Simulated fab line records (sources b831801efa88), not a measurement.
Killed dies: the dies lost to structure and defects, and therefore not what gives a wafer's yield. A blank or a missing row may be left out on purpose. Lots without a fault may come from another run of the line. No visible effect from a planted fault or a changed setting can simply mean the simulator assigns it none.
A lot that was struck, set against a sound lot / flow sky130 / 17 steps out of a route of 708
Sound: these wafers, L157.1, L157.5, L157.6. Wafers struck: L159.2, L159.3, L159.6. The cause is given at the end.
Order at every step that has rows: each side's tool, ch and its chambers, its first start. Under that, the readings that differ: sound wafers / struck wafers / difference of the means / sigmas: that difference in standard deviations of wafers without a fault.
alike: readings whose means differ by less than 2 such deviations, and words and numbers that are the same on both sides. not compared: withheld readings, readings that some wafer has no value for, bounds like >300 that may hide the same value, and numbers for which the record gives no deviation and whose values overlap.
A row with sigmas, a row that says differs or no value, or rows on one side alone: a step with any of these is where the two part. Numbers that have no deviation but don't overlap get no sigmas and don't part them. Lack of a reading on every wafer of one side parts them only where that side has two or more wafers.

SKY_LDD_HVP_TW_MEAS_10:
  sound on film metro-01 at day 23 05:19; struck on film metro-02 at day 24 00:20
  alike: LDD_HVP_TW
then, 7 steps without rows for these wafers: SKY_LDD_LDN_DEHYDRATE_00 (time 60 s); SKY_LDD_LDN_HMDS_01 (prime time 60 s); SKY_LDD_LDN_COAT_02 (resist thk 1140 nm); SKY_LDD_LDN_SOFTBAKE_03 (time 60 s); SKY_LDD_LDN_EXPOSE_04 (exposes mask LDNTM, target cd 700 nm); SKY_LDD_LDN_PEB_05; SKY_LDD_LDN_DEVELOP_06 (develop time 60 s).
SKY_LDD_LDN_OVL_MEAS_07:
  sound on overlay-01 at day 24 10:47; struck on overlay-01 at day 25 05:20
  alike: LDD_LDN_OVL
then, 3 steps without rows for these wafers: SKY_LDD_LDN_IMPLANT_08; SKY_LDD_LDN_IMPLANT_09; SKY_LDD_LDN_IMPLANT_10.
SKY_LDD_LDN_IMPLANT_11:
  sound on implanter-02 ch 0, day 24 11:16; struck on implanter-02 ch 0, day 25 06:10
  alike: rotation deg
SKY_LDD_LDN_STRIP_12: strips in O2/N2.
  sound on plasma asher-04 ch 0,1, day 24 11:25; struck on plasma asher-03 ch 0,1, day 25 06:17
reading=drypump motor current A (A); sound=5.2 5.2 5.2; struck=6.7 6.7 5.9; difference=+1.2; sigmas=+3
  alike: oes product au, strip time to endpoint s
  not compared: rf hours counter h
SKY_LDD_LDN_TW_MEAS_13:
  sound on film metro-01 at day 24 11:31; struck on film metro-04 at day 25 06:23
reading=LDD_LDN_TW; sound=1473 1481 1484; struck=1596 1588 1577; difference=+108; sigmas=+13
then, 1 step without rows for these wafers: SKY_LDD_LDN_CLEAN_14 (cleans in SC1/SC2, time 150 s).
-- here the record skips 22 days between the struck wafers' starts before and after, leaving off in module LDD_LDN and picking up in module PAD_OPEN (first step shown: number 708 of the route) --
SKY_PAD_OPEN_PROBE_99:
  sound on prober-01 at day 47 01:06; struck on prober-01 at day 47 16:04
reading=model.etest.tip sonos.rs ohm sq; sound=2634 2585 2600; struck=2308 2297 2329; difference=-295; sigmas=
  alike: killed_at_M0_to_M3, killed_at_M4_up, killed at contacts, killed at front end, killed at other, killed dies, killed on rim, killed open, killed short

== WHERE THEY PART ==
Earliest at SKY_LDD_LDN_STRIP_12; latest, in this record, at SKY_LDD_LDN_TW_MEAS_13. Later steps at which nothing parts them and some readings are alike: SKY_PAD_OPEN_PROBE_99.

WHY: what the simulator had put in
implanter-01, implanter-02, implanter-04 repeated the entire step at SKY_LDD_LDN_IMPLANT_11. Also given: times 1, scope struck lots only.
